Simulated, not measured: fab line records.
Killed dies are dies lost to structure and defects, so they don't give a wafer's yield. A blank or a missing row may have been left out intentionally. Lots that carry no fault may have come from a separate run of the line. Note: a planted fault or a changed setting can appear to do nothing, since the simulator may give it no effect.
fab line records || flow sky130 || part 2 of 2: steps 23 to 34 of 34
[record] {"lots": 5, "wafers": 15, "last_day": 49}
route steps=708 shown VIA3@596 METAL4@598 CAP2M@603
lots that met no fault: from a run of the same line without faults
start_h: hours from the record's first day to the start of the lot's first wafer shown || wait_h: how many hours have passed since the lot's step before this one || " identical to the entry in the row above || L1.1+2: a single row standing in for several wafers || - no value, or no start given || * or withheld: withheld || < > ~ a bound
route shown NAME@n: a module of which the file shows steps, and the number in the route of the first || usual: mean and standard deviation over wafers with no fault || same: alike in all rows || chamber/n: place in a boat || sites: the reading at each site || _std_site: the standard deviation of these || _edge_site: outer sites' mean less inner sites' || radius_mm: for every site, how far away it sits from the centre of the wafer || mask NAME#n: copy n || behind: the tool/chamber that last shaped the wafer || hold: the reason the lot was held/the length of the hold in hours/how it ended || device: which transistor (n, p or np) failed to switch || end of line: tests run on the same wafers once the route is complete || a step given without rows: its recipe and nothing more || killed: dies lost to structure and defects at the first sort, not the wafer's yield || map: the dies of a wafer, with x for killed, . for not killed, _ for no die there
set.NAME: the setting that was run; set.NAME@STEP: the one run at that earlier step || model.NAME: the simulator's own value behind a step, which no gauge read
lots seen at some steps along the route; tables by step, rows by wafer
services: from which hour (start_h, from the record's first day; less than 0 if before it) a tool's chamber was out of use, for how many hours, and why
[[steps]]
[step SKY_CAP2M_STRIP_15]
[recipe] {"chemistry": "post_etch_residue_remover", "time_s": 1200, "temp_c": 72.5}
{"lot.wafer": "L074.3+5+6", "tool": "wet_bench-02", "chamber": 2, "start_h": 953.64, "wait_h": 0.0}
{"lot.wafer": "L084.1+2+4", "tool": "wet_bench-04", "chamber": 3, "start_h": 1031.92, "wait_h": 0.1}
{"lot.wafer": "L083.2+3+4", "tool": "wet_bench-03", "chamber": 1, "start_h": 1034.91, "wait_h": 0.1}
{"lot.wafer": "L091.1+4+6", "tool": "wet_bench-02", "chamber": 2, "start_h": 1072.89, "wait_h": 0.1}
{"lot.wafer": "L093.2+3+4", "tool": "wet_bench-02", "chamber": 2, "start_h": 1075.98, "wait_h": 0.1}
[step SKY_CAP2M_CLEAN_16]
[recipe] {"chemistry": "IPA", "time_s": 180, "temp_c": 25}
{"lot.wafer": "L074.3+5+6", "tool": "wet_bench-03", "chamber": 0, "start_h": 953.99, "wait_h": 0.0}
{"lot.wafer": "L084.1+2+4", "tool": "wet_bench-02", "chamber": 1, "start_h": 1032.60, "wait_h": 0.0}
{"lot.wafer": "L083.2+3+4", "tool": "wet_bench-03", "chamber": 2, "start_h": 1035.26, "wait_h": 0.0}
{"lot.wafer": "L091.1+4+6", "tool": "wet_bench-04", "chamber": 3, "start_h": 1073.24, "wait_h": 0.0}
{"lot.wafer": "L093.2+3+4", "tool": "wet_bench-02", "chamber": 0, "start_h": 1076.32, "wait_h": 0.0}
[step SKY_CAP2M_CLEAN_17]
[recipe] {"chemistry": "O3/DIW", "dry": "n2_spin"}
{"lot.wafer": "L074.3+5+6", "tool": "wet_bench-04", "chamber": 1, "start_h": 954.04, "wait_h": 0.0}
{"lot.wafer": "L084.1+2+4", "tool": "wet_bench-04", "chamber": 1, "start_h": 1032.66, "wait_h": 0.0}
{"lot.wafer": "L083.2+3+4", "tool": "wet_bench-04", "chamber": 3, "start_h": 1035.43, "wait_h": 0.1}
{"lot.wafer": "L091.1+4+6", "tool": "wet_bench-02", "chamber": 3, "start_h": 1073.29, "wait_h": 0.0}
{"lot.wafer": "L093.2+3+4", "tool": "wet_bench-04", "chamber": 1, "start_h": 1076.38, "wait_h": 0.0}
[step SKY_METAL4_DEHYDRATE_05]
[recipe] {"temp_c": 200, "time_s": 60}
[usual] {"exhaust_pa": "44.9/0.89"}
{"lot.wafer": "L074.3", "tool": "litho_track-03", "chamber": 0, "start_h": 964.99, "wait_h": 10.9, "exhaust_pa": 46.0}
{"lot.wafer": "L074.5", "tool": "litho_track-03", "chamber": 0, "start_h": 964.99, "wait_h": 10.9, "exhaust_pa": 44.8}
{"lot.wafer": "L074.6", "tool": "litho_track-03", "chamber": 0, "start_h": 964.99, "wait_h": 10.9, "exhaust_pa": 44.0}
{"lot.wafer": "L084.1", "tool": "litho_track-04", "chamber": 0, "start_h": 1043.46, "wait_h": 10.6, "exhaust_pa": 45.3}
{"lot.wafer": "L084.2", "tool": "litho_track-04", "chamber": 0, "start_h": 1043.46, "wait_h": 10.6, "exhaust_pa": 45.4}
{"lot.wafer": "L084.4", "tool": "litho_track-04", "chamber": 0, "start_h": 1043.46, "wait_h": 10.6, "exhaust_pa": 45.7}
{"lot.wafer": "L083.2", "tool": "litho_track-04", "chamber": 0, "start_h": 1046.08, "wait_h": 10.5, "exhaust_pa": 44.0}
{"lot.wafer": "L083.3", "tool": "litho_track-04", "chamber": 0, "start_h": 1046.08, "wait_h": 10.5, "exhaust_pa": 44.8}
{"lot.wafer": "L083.4", "tool": "litho_track-04", "chamber": 0, "start_h": 1046.08, "wait_h": 10.5, "exhaust_pa": 44.3}
{"lot.wafer": "L091.1", "tool": "litho_track-04", "chamber": 0, "start_h": 1082.86, "wait_h": 9.5, "exhaust_pa": 45.1}
{"lot.wafer": "L091.4", "tool": "litho_track-04", "chamber": 0, "start_h": 1082.86, "wait_h": 9.5, "exhaust_pa": 44.7}
{"lot.wafer": "L091.6", "tool": "litho_track-04", "chamber": 0, "start_h": 1082.86, "wait_h": 9.5, "exhaust_pa": 43.6}
{"lot.wafer": "L093.2", "tool": "litho_track-04", "chamber": 0, "start_h": 1085.18, "wait_h": 8.7, "exhaust_pa": 44.5}
{"lot.wafer": "L093.3", "tool": "litho_track-04", "chamber": 0, "start_h": 1085.18, "wait_h": 8.7, "exhaust_pa": 44.1}
{"lot.wafer": "L093.4", "tool": "litho_track-04", "chamber": 0, "start_h": 1085.18, "wait_h": 8.7, "exhaust_pa": 45.5}
[step SKY_METAL4_HMDS_06]
[recipe] {"prime_time_s": 60, "prime_temp_c": 120}
[usual] {"exhaust_pa": "45.0/0.84"}
{"lot.wafer": "L074.3", "tool": "litho_track-03", "chamber": 0, "start_h": 965.14, "wait_h": 0.1, "exhaust_pa": 44.3}
{"lot.wafer": "L074.5", "tool": "litho_track-03", "chamber": 0, "start_h": 965.14, "wait_h": 0.1, "exhaust_pa": 44.3}
{"lot.wafer": "L074.6", "tool": "litho_track-03", "chamber": 0, "start_h": 965.14, "wait_h": 0.1, "exhaust_pa": 44.4}
{"lot.wafer": "L084.1", "tool": "litho_track-04", "chamber": 0, "start_h": 1043.61, "wait_h": 0.1, "exhaust_pa": 45.1}
{"lot.wafer": "L084.2", "tool": "litho_track-04", "chamber": 0, "start_h": 1043.61, "wait_h": 0.1, "exhaust_pa": 46.0}
{"lot.wafer": "L084.4", "tool": "litho_track-04", "chamber": 0, "start_h": 1043.61, "wait_h": 0.1, "exhaust_pa": 45.4}
{"lot.wafer": "L083.2", "tool": "litho_track-04", "chamber": 0, "start_h": 1046.23, "wait_h": 0.1, "exhaust_pa": 44.7}
{"lot.wafer": "L083.3", "tool": "litho_track-04", "chamber": 0, "start_h": 1046.23, "wait_h": 0.1, "exhaust_pa": 46.1}
{"lot.wafer": "L083.4", "tool": "litho_track-04", "chamber": 0, "start_h": 1046.23, "wait_h": 0.1, "exhaust_pa": 46.6}
{"lot.wafer": "L091.1", "tool": "litho_track-04", "chamber": 0, "start_h": 1083.01, "wait_h": 0.1, "exhaust_pa": 44.7}
{"lot.wafer": "L091.4", "tool": "litho_track-04", "chamber": 0, "start_h": 1083.01, "wait_h": 0.1, "exhaust_pa": 45.4}
{"lot.wafer": "L091.6", "tool": "litho_track-04", "chamber": 0, "start_h": 1083.01, "wait_h": 0.1, "exhaust_pa": 44.9}
{"lot.wafer": "L093.2", "tool": "litho_track-04", "chamber": 0, "start_h": 1085.33, "wait_h": 0.1, "exhaust_pa": 45.4}
{"lot.wafer": "L093.3", "tool": "litho_track-04", "chamber": 0, "start_h": 1085.33, "wait_h": 0.1, "exhaust_pa": 45.2}
{"lot.wafer": "L093.4", "tool": "litho_track-04", "chamber": 0, "start_h": 1085.33, "wait_h": 0.1, "exhaust_pa": 45.8}
[step SKY_METAL4_COAT_07]
[recipe] {"resist": "BARC", "temp_c": "withheld", "time_s": "withheld", "spin_rpm": 3000, "resist_thk_nm": 60}
[usual] {"exhaust_pa": "45.1/0.78"}
{"lot.wafer": "L074.3", "tool": "litho_track-03", "chamber": 0, "start_h": 965.29, "wait_h": 0.1, "exhaust_pa": 45.6}
{"lot.wafer": "L074.5", "tool": "litho_track-03", "chamber": 0, "start_h": 965.29, "wait_h": 0.1, "exhaust_pa": 43.9}
{"lot.wafer": "L074.6", "tool": "litho_track-03", "chamber": 0, "start_h": 965.29, "wait_h": 0.1, "exhaust_pa": 45.0}
{"lot.wafer": "L084.1", "tool": "litho_track-04", "chamber": 0, "start_h": 1043.76, "wait_h": 0.1, "exhaust_pa": 46.1}
{"lot.wafer": "L084.2", "tool": "litho_track-04", "chamber": 0, "start_h": 1043.76, "wait_h": 0.1, "exhaust_pa": 44.2}
{"lot.wafer": "L084.4", "tool": "litho_track-04", "chamber": 0, "start_h": 1043.76, "wait_h": 0.1, "exhaust_pa": 45.7}
{"lot.wafer": "L083.2", "tool": "litho_track-04", "chamber": 0, "start_h": 1046.38, "wait_h": 0.1, "exhaust_pa": 46.6}
{"lot.wafer": "L083.3", "tool": "litho_track-04", "chamber": 0, "start_h": 1046.38, "wait_h": 0.1, "exhaust_pa": 44.9}
{"lot.wafer": "L083.4", "tool": "litho_track-04", "chamber": 0, "start_h": 1046.38, "wait_h": 0.1, "exhaust_pa": 44.7}
{"lot.wafer": "L091.1", "tool": "litho_track-04", "chamber": 0, "start_h": 1083.16, "wait_h": 0.1, "exhaust_pa": 45.9}
{"lot.wafer": "L091.4", "tool": "litho_track-04", "chamber": 0, "start_h": 1083.16, "wait_h": 0.1, "exhaust_pa": 45.1}
{"lot.wafer": "L091.6", "tool": "litho_track-04", "chamber": 0, "start_h": 1083.16, "wait_h": 0.1, "exhaust_pa": 45.2}
{"lot.wafer": "L093.2", "tool": "litho_track-04", "chamber": 0, "start_h": 1085.48, "wait_h": 0.1, "exhaust_pa": 47.5}
{"lot.wafer": "L093.3", "tool": "litho_track-04", "chamber": 0, "start_h": 1085.48, "wait_h": 0.1, "exhaust_pa": 44.9}
{"lot.wafer": "L093.4", "tool": "litho_track-04", "chamber": 0, "start_h": 1085.48, "wait_h": 0.1, "exhaust_pa": 45.2}
[step SKY_METAL4_COAT_08]
[recipe] {"resist": "KrF-thick", "spin_rpm": 3000, "resist_thk_nm": 1140}
[usual] {"exhaust_pa": "45.1/0.91"}
{"lot.wafer": "L074.3", "tool": "litho_track-03", "chamber": 0, "start_h": "-", "wait_h": "-", "exhaust_pa": 44.0}
{"lot.wafer": "L074.5", "tool": "litho_track-03", "chamber": 0, "start_h": "-", "wait_h": "-", "exhaust_pa": 45.6}
{"lot.wafer": "L074.6", "tool": "litho_track-03", "chamber": 0, "start_h": "-", "wait_h": "-", "exhaust_pa": 45.1}
{"lot.wafer": "L084.1", "tool": "litho_track-04", "chamber": 0, "start_h": "-", "wait_h": "-", "exhaust_pa": 46.5}
{"lot.wafer": "L084.2", "tool": "litho_track-04", "chamber": 0, "start_h": "-", "wait_h": "-", "exhaust_pa": 46.9}
{"lot.wafer": "L084.4", "tool": "litho_track-04", "chamber": 0, "start_h": "-", "wait_h": "-", "exhaust_pa": 45.8}
{"lot.wafer": "L083.2", "tool": "litho_track-04", "chamber": 0, "start_h": "-", "wait_h": "-", "exhaust_pa": 43.4}
{"lot.wafer": "L083.3", "tool": "litho_track-04", "chamber": 0, "start_h": "-", "wait_h": "-", "exhaust_pa": 44.3}
{"lot.wafer": "L083.4", "tool": "litho_track-04", "chamber": 0, "start_h": "-", "wait_h": "-", "exhaust_pa": 45.5}
{"lot.wafer": "L091.1", "tool": "litho_track-04", "chamber": 0, "start_h": "-", "wait_h": "-", "exhaust_pa": 44.6}
{"lot.wafer": "L091.4", "tool": "litho_track-04", "chamber": 0, "start_h": "-", "wait_h": "-", "exhaust_pa": 45.3}
{"lot.wafer": "L091.6", "tool": "litho_track-04", "chamber": 0, "start_h": "-", "wait_h": "-", "exhaust_pa": 45.3}
{"lot.wafer": "L093.2", "tool": "litho_track-04", "chamber": 0, "start_h": "-", "wait_h": "-", "exhaust_pa": 44.8}
{"lot.wafer": "L093.3", "tool": "litho_track-04", "chamber": 0, "start_h": "-", "wait_h": "-", "exhaust_pa": 45.0}
{"lot.wafer": "L093.4", "tool": "litho_track-04", "chamber": 0, "start_h": "-", "wait_h": "-", "exhaust_pa": 45.9}
[step SKY_METAL4_SOFTBAKE_09]
[recipe] {"temp_c": 100, "time_s": 90, "resist": "KrF-thick"}
[usual] {"exhaust_pa": "44.8/0.86"}
{"lot.wafer": "L074.3", "tool": "litho_track-03", "chamber": 0, "start_h": "-", "wait_h": "-", "exhaust_pa": 44.0}
{"lot.wafer": "L074.5", "tool": "litho_track-03", "chamber": 0, "start_h": "-", "wait_h": "-", "exhaust_pa": 44.0}
{"lot.wafer": "L074.6", "tool": "litho_track-03", "chamber": 0, "start_h": "-", "wait_h": "-", "exhaust_pa": 44.3}
{"lot.wafer": "L084.1", "tool": "litho_track-04", "chamber": 0, "start_h": "-", "wait_h": "-", "exhaust_pa": 44.1}
{"lot.wafer": "L084.2", "tool": "litho_track-04", "chamber": 0, "start_h": "-", "wait_h": "-", "exhaust_pa": 44.7}
{"lot.wafer": "L084.4", "tool": "litho_track-04", "chamber": 0, "start_h": "-", "wait_h": "-", "exhaust_pa": 45.1}
{"lot.wafer": "L083.2", "tool": "litho_track-04", "chamber": 0, "start_h": "-", "wait_h": "-", "exhaust_pa": 44.6}
{"lot.wafer": "L083.3", "tool": "litho_track-04", "chamber": 0, "start_h": "-", "wait_h": "-", "exhaust_pa": 45.5}
{"lot.wafer": "L083.4", "tool": "litho_track-04", "chamber": 0, "start_h": "-", "wait_h": "-", "exhaust_pa": 44.8}
{"lot.wafer": "L091.1", "tool": "litho_track-04", "chamber": 0, "start_h": "-", "wait_h": "-", "exhaust_pa": 46.2}
{"lot.wafer": "L091.4", "tool": "litho_track-04", "chamber": 0, "start_h": "-", "wait_h": "-", "exhaust_pa": 45.4}
{"lot.wafer": "L091.6", "tool": "litho_track-04", "chamber": 0, "start_h": "-", "wait_h": "-", "exhaust_pa": 44.6}
{"lot.wafer": "L093.2", "tool": "litho_track-04", "chamber": 0, "start_h": "-", "wait_h": "-", "exhaust_pa": 43.3}
{"lot.wafer": "L093.3", "tool": "litho_track-04", "chamber": 0, "start_h": "-", "wait_h": "-", "exhaust_pa": 45.7}
{"lot.wafer": "L093.4", "tool": "litho_track-04", "chamber": 0, "start_h": "-", "wait_h": "-", "exhaust_pa": 45.3}
[step SKY_METAL4_EXPOSE_10]
[recipe] {"mask_id": "MM4", "na": 0.68, "source_shape": "annular", "sigma_inner": 0.4, "sigma_outer": 0.8, "target_cd_nm": 300, "dose_mj": 28}
[usual] {"exposure_dose_mJ_cm2": "28.100/0.03", "reticle_temp_C": "23.00/0.098"}
{"lot.wafer": "L074.3", "tool": "krf_scanner-01", "chamber": 0, "start_h": "-", "wait_h": "-", "mask": "MM4#0", "exposure_dose_mJ_cm2": 28.145, "reticle_temp_C": 23.03}
{"lot.wafer": "L074.5", "tool": "krf_scanner-01", "chamber": 0, "start_h": "-", "wait_h": "-", "mask": "MM4#0", "exposure_dose_mJ_cm2": 28.144, "reticle_temp_C": 23.07}
{"lot.wafer": "L074.6", "tool": "krf_scanner-01", "chamber": 0, "start_h": "-", "wait_h": "-", "mask": "MM4#0", "exposure_dose_mJ_cm2": 28.102, "reticle_temp_C": 22.90}
{"lot.wafer": "L084.1", "tool": "krf_scanner-01", "chamber": 0, "start_h": "-", "wait_h": "-", "mask": "MM4#0", "exposure_dose_mJ_cm2": 28.114, "reticle_temp_C": 23.06}
{"lot.wafer": "L084.2", "tool": "krf_scanner-01", "chamber": 0, "start_h": "-", "wait_h": "-", "mask": "MM4#0", "exposure_dose_mJ_cm2": 28.118, "reticle_temp_C": 22.98}
{"lot.wafer": "L084.4", "tool": "krf_scanner-01", "chamber": 0, "start_h": "-", "wait_h": "-", "mask": "MM4#0", "exposure_dose_mJ_cm2": 28.084, "reticle_temp_C": 22.93}
{"lot.wafer": "L083.2", "tool": "krf_scanner-02", "chamber": 0, "start_h": "-", "wait_h": "-", "mask": "MM4#0", "exposure_dose_mJ_cm2": 28.068, "reticle_temp_C": 22.96}
{"lot.wafer": "L083.3", "tool": "krf_scanner-02", "chamber": 0, "start_h": "-", "wait_h": "-", "mask": "MM4#0", "exposure_dose_mJ_cm2": 28.071, "reticle_temp_C": 22.97}
{"lot.wafer": "L083.4", "tool": "krf_scanner-02", "chamber": 0, "start_h": "-", "wait_h": "-", "mask": "MM4#0", "exposure_dose_mJ_cm2": 28.086, "reticle_temp_C": 22.96}
{"lot.wafer": "L091.1", "tool": "krf_scanner-02", "chamber": 0, "start_h": "-", "wait_h": "-", "mask": "MM4#0", "exposure_dose_mJ_cm2": 28.085, "reticle_temp_C": 22.88}
{"lot.wafer": "L091.4", "tool": "krf_scanner-02", "chamber": 0, "start_h": "-", "wait_h": "-", "mask": "MM4#0", "exposure_dose_mJ_cm2": 28.094, "reticle_temp_C": 22.98}
{"lot.wafer": "L091.6", "tool": "krf_scanner-02", "chamber": 0, "start_h": "-", "wait_h": "-", "mask": "MM4#0", "exposure_dose_mJ_cm2": 28.074, "reticle_temp_C": 22.97}
{"lot.wafer": "L093.2", "tool": "krf_scanner-02", "chamber": 0, "start_h": "-", "wait_h": "-", "mask": "MM4#0", "exposure_dose_mJ_cm2": 28.143, "reticle_temp_C": 22.86}
{"lot.wafer": "L093.3", "tool": "krf_scanner-02", "chamber": 0, "start_h": "-", "wait_h": "-", "mask": "MM4#0", "exposure_dose_mJ_cm2": 28.101, "reticle_temp_C": 23.00}
{"lot.wafer": "L093.4", "tool": "krf_scanner-02", "chamber": 0, "start_h": "-", "wait_h": "-", "mask": "MM4#0", "exposure_dose_mJ_cm2": 28.130, "reticle_temp_C": 22.86}
[step SKY_METAL4_PEB_11]
[recipe] {"peb_temp_c": "withheld", "peb_time_s": "withheld", "resist": "KrF-thick"}
[usual] {"exhaust_pa": "44.9/0.85"}
{"lot.wafer": "L074.3", "tool": "litho_track-04", "chamber": 0, "start_h": "-", "wait_h": "-", "exhaust_pa": 44.9}
{"lot.wafer": "L074.5", "tool": "litho_track-04", "chamber": 0, "start_h": "-", "wait_h": "-", "exhaust_pa": 45.4}
{"lot.wafer": "L074.6", "tool": "litho_track-04", "chamber": 0, "start_h": "-", "wait_h": "-", "exhaust_pa": 45.1}
{"lot.wafer": "L084.1", "tool": "litho_track-01", "chamber": 0, "start_h": "-", "wait_h": "-", "exhaust_pa": 45.6}
{"lot.wafer": "L084.2", "tool": "litho_track-01", "chamber": 0, "start_h": "-", "wait_h": "-", "exhaust_pa": 44.4}
{"lot.wafer": "L084.4", "tool": "litho_track-01", "chamber": 0, "start_h": "-", "wait_h": "-", "exhaust_pa": 45.7}
{"lot.wafer": "L083.2", "tool": "litho_track-04", "chamber": 0, "start_h": "-", "wait_h": "-", "exhaust_pa": 46.6}
{"lot.wafer": "L083.3", "tool": "litho_track-04", "chamber": 0, "start_h": "-", "wait_h": "-", "exhaust_pa": 45.4}
{"lot.wafer": "L083.4", "tool": "litho_track-04", "chamber": 0, "start_h": "-", "wait_h": "-", "exhaust_pa": 44.5}
{"lot.wafer": "L091.1", "tool": "litho_track-01", "chamber": 0, "start_h": "-", "wait_h": "-", "exhaust_pa": 46.5}
{"lot.wafer": "L091.4", "tool": "litho_track-01", "chamber": 0, "start_h": "-", "wait_h": "-", "exhaust_pa": 44.9}
{"lot.wafer": "L091.6", "tool": "litho_track-01", "chamber": 0, "start_h": "-", "wait_h": "-", "exhaust_pa": 45.3}
{"lot.wafer": "L093.2", "tool": "litho_track-03", "chamber": 0, "start_h": "-", "wait_h": "-", "exhaust_pa": 44.2}
{"lot.wafer": "L093.3", "tool": "litho_track-03", "chamber": 0, "start_h": "-", "wait_h": "-", "exhaust_pa": 44.4}
{"lot.wafer": "L093.4", "tool": "litho_track-03", "chamber": 0, "start_h": "-", "wait_h": "-", "exhaust_pa": 44.8}
[step SKY_METAL4_DEVELOP_12]
[recipe] {"develop_time_s": 60, "resist": "KrF-thick", "dev_temp_c": 20.29}
[usual] {"exhaust_pa": "45.1/0.88"}
{"lot.wafer": "L074.3", "tool": "litho_track-04", "chamber": 0, "start_h": "-", "wait_h": "-", "exhaust_pa": 44.9}
{"lot.wafer": "L074.5", "tool": "litho_track-04", "chamber": 0, "start_h": "-", "wait_h": "-", "exhaust_pa": 45.4}
{"lot.wafer": "L074.6", "tool": "litho_track-04", "chamber": 0, "start_h": "-", "wait_h": "-", "exhaust_pa": 44.7}
{"lot.wafer": "L084.1", "tool": "litho_track-01", "chamber": 0, "start_h": "-", "wait_h": "-", "exhaust_pa": 44.5}
{"lot.wafer": "L084.2", "tool": "litho_track-01", "chamber": 0, "start_h": "-", "wait_h": "-", "exhaust_pa": 44.7}
{"lot.wafer": "L084.4", "tool": "litho_track-01", "chamber": 0, "start_h": "-", "wait_h": "-", "exhaust_pa": 46.0}
{"lot.wafer": "L083.2", "tool": "litho_track-04", "chamber": 0, "start_h": "-", "wait_h": "-", "exhaust_pa": 44.8}
{"lot.wafer": "L083.3", "tool": "litho_track-04", "chamber": 0, "start_h": "-", "wait_h": "-", "exhaust_pa": 44.0}
{"lot.wafer": "L083.4", "tool": "litho_track-04", "chamber": 0, "start_h": "-", "wait_h": "-", "exhaust_pa": 46.4}
{"lot.wafer": "L091.1", "tool": "litho_track-01", "chamber": 0, "start_h": "-", "wait_h": "-", "exhaust_pa": 43.7}
{"lot.wafer": "L091.4", "tool": "litho_track-01", "chamber": 0, "start_h": "-", "wait_h": "-", "exhaust_pa": 44.7}
{"lot.wafer": "L091.6", "tool": "litho_track-01", "chamber": 0, "start_h": "-", "wait_h": "-", "exhaust_pa": 44.3}
{"lot.wafer": "L093.2", "tool": "litho_track-03", "chamber": 0, "start_h": "-", "wait_h": "-", "exhaust_pa": 44.4}
{"lot.wafer": "L093.3", "tool": "litho_track-03", "chamber": 0, "start_h": "-", "wait_h": "-", "exhaust_pa": 45.2}
{"lot.wafer": "L093.4", "tool": "litho_track-03", "chamber": 0, "start_h": "-", "wait_h": "-", "exhaust_pa": 45.2}
[step SKY_METAL4_CD_MEAS_13]
[recipe] {"target_cd_nm": 300}
[usual] {"cd_nm": "300.4/1.5"}
{"lot.wafer": "L074.3", "tool": "cd_sem-02", "chamber": "-", "start_h": 978.90, "wait_h": "-", "cd_nm": 299.5}
{"lot.wafer": "L074.5", "tool": "cd_sem-02", "chamber": "-", "start_h": 978.90, "wait_h": "-", "cd_nm": 300.0}
{"lot.wafer": "L074.6", "tool": "cd_sem-02", "chamber": "-", "start_h": 978.90, "wait_h": "-", "cd_nm": 300.0}
{"lot.wafer": "L084.1", "tool": "cd_sem-01", "chamber": "-", "start_h": 1054.58, "wait_h": "-", "cd_nm": 299.9}
{"lot.wafer": "L084.2", "tool": "cd_sem-01", "chamber": "-", "start_h": 1054.58, "wait_h": "-", "cd_nm": 301.5}
{"lot.wafer": "L084.4", "tool": "cd_sem-01", "chamber": "-", "start_h": 1054.58, "wait_h": "-", "cd_nm": 299.6}
{"lot.wafer": "L083.2", "tool": "cd_sem-01", "chamber": "-", "start_h": 1057.08, "wait_h": "-", "cd_nm": 299.4}
{"lot.wafer": "L083.3", "tool": "cd_sem-01", "chamber": "-", "start_h": 1057.08, "wait_h": "-", "cd_nm": 299.0}
{"lot.wafer": "L083.4", "tool": "cd_sem-01", "chamber": "-", "start_h": 1057.08, "wait_h": "-", "cd_nm": 300.3}
{"lot.wafer": "L091.1", "tool": "cd_sem-01", "chamber": "-", "start_h": 1094.33, "wait_h": "-", "cd_nm": 299.6}
{"lot.wafer": "L091.4", "tool": "cd_sem-01", "chamber": "-", "start_h": 1094.33, "wait_h": "-", "cd_nm": 299.6}
{"lot.wafer": "L091.6", "tool": "cd_sem-01", "chamber": "-", "start_h": 1094.33, "wait_h": "-", "cd_nm": 298.8}
{"lot.wafer": "L093.2", "tool": "cd_sem-02", "chamber": "-", "start_h": 1095.96, "wait_h": "-", "cd_nm": 301.3}
{"lot.wafer": "L093.3", "tool": "cd_sem-02", "chamber": "-", "start_h": 1095.96, "wait_h": "-", "cd_nm": 302.6}
{"lot.wafer": "L093.4", "tool": "cd_sem-02", "chamber": "-", "start_h": 1095.96, "wait_h": "-", "cd_nm": 299.7}
[[services]]
{"tool": "iline_stepper-01", "chamber": "-", "start_h": 905.50, "hours": 3.8, "kind": "repair"}
{"tool": "iline_stepper-01", "chamber": "-", "start_h": 910.50, "hours": 4.4, "kind": "pm"}
{"tool": "pvd_sputter-02", "chamber": "-", "start_h": 910.62, "hours": 4.6, "kind": "repair"}
{"tool": "krf_scanner-02", "chamber": "-", "start_h": 913.16, "hours": 0.8, "kind": "pm"}
{"tool": "cmp-01", "chamber": "-", "start_h": 916.47, "hours": 2.9, "kind": "pm"}
{"tool": "pecvd-04", "chamber": "-", "start_h": 918.20, "hours": 2.8, "kind": "pm"}
{"tool": "cmp-01", "chamber": "-", "start_h": 928.72, "hours": 4.9, "kind": "pm"}
{"tool": "pvd_sputter-02", "chamber": "-", "start_h": 929.41, "hours": 2.2, "kind": "repair"}
{"tool": "krf_scanner-02", "chamber": "-", "start_h": 931.32, "hours": 1.0, "kind": "pm"}
{"tool": "wet_bench-03", "chamber": "-", "start_h": 937.39, "hours": 3.4, "kind": "repair"}
{"tool": "krf_scanner-02", "chamber": "-", "start_h": 957.59, "hours": 1.3, "kind": "pm"}
{"tool": "krf_scanner-02", "chamber": "-", "start_h": 971.21, "hours": 1.3, "kind": "repair"}
{"tool": "pvd_sputter-03", "chamber": "-", "start_h": 975.62, "hours": 0.7, "kind": "repair"}
{"tool": "wet_bench-03", "chamber": "-", "start_h": 999.84, "hours": 4.4, "kind": "pm"}
{"tool": "iline_stepper-01", "chamber": "-", "start_h": 1006.10, "hours": 1.7, "kind": "pm"}
{"tool": "krf_scanner-02", "chamber": "-", "start_h": 1008.71, "hours": 4.0, "kind": "pm"}
{"tool": "pvd_sputter-04", "chamber": "-", "start_h": 1010.58, "hours": 3.0, "kind": "repair"}
{"tool": "krf_scanner-02", "chamber": "-", "start_h": 1012.73, "hours": 0.8, "kind": "pm"}
{"tool": "iline_stepper-01", "chamber": "-", "start_h": 1021.59, "hours": 2.2, "kind": "repair"}
{"tool": "cmp-01", "chamber": "-", "start_h": 1037.58, "hours": 17.4, "kind": "pm"}
{"tool": "wet_bench-02", "chamber": "-", "start_h": 1044.63, "hours": 0.7, "kind": "repair"}
{"tool": "pvd_sputter-02", "chamber": "-", "start_h": 1068.27, "hours": 6.0, "kind": "repair"}
{"tool": "krf_scanner-02", "chamber": "-", "start_h": 1081.96, "hours": 0.8, "kind": "pm"}
{"tool": "wet_bench-02", "chamber": "-", "start_h": 1082.70, "hours": 4.4, "kind": "pm"}
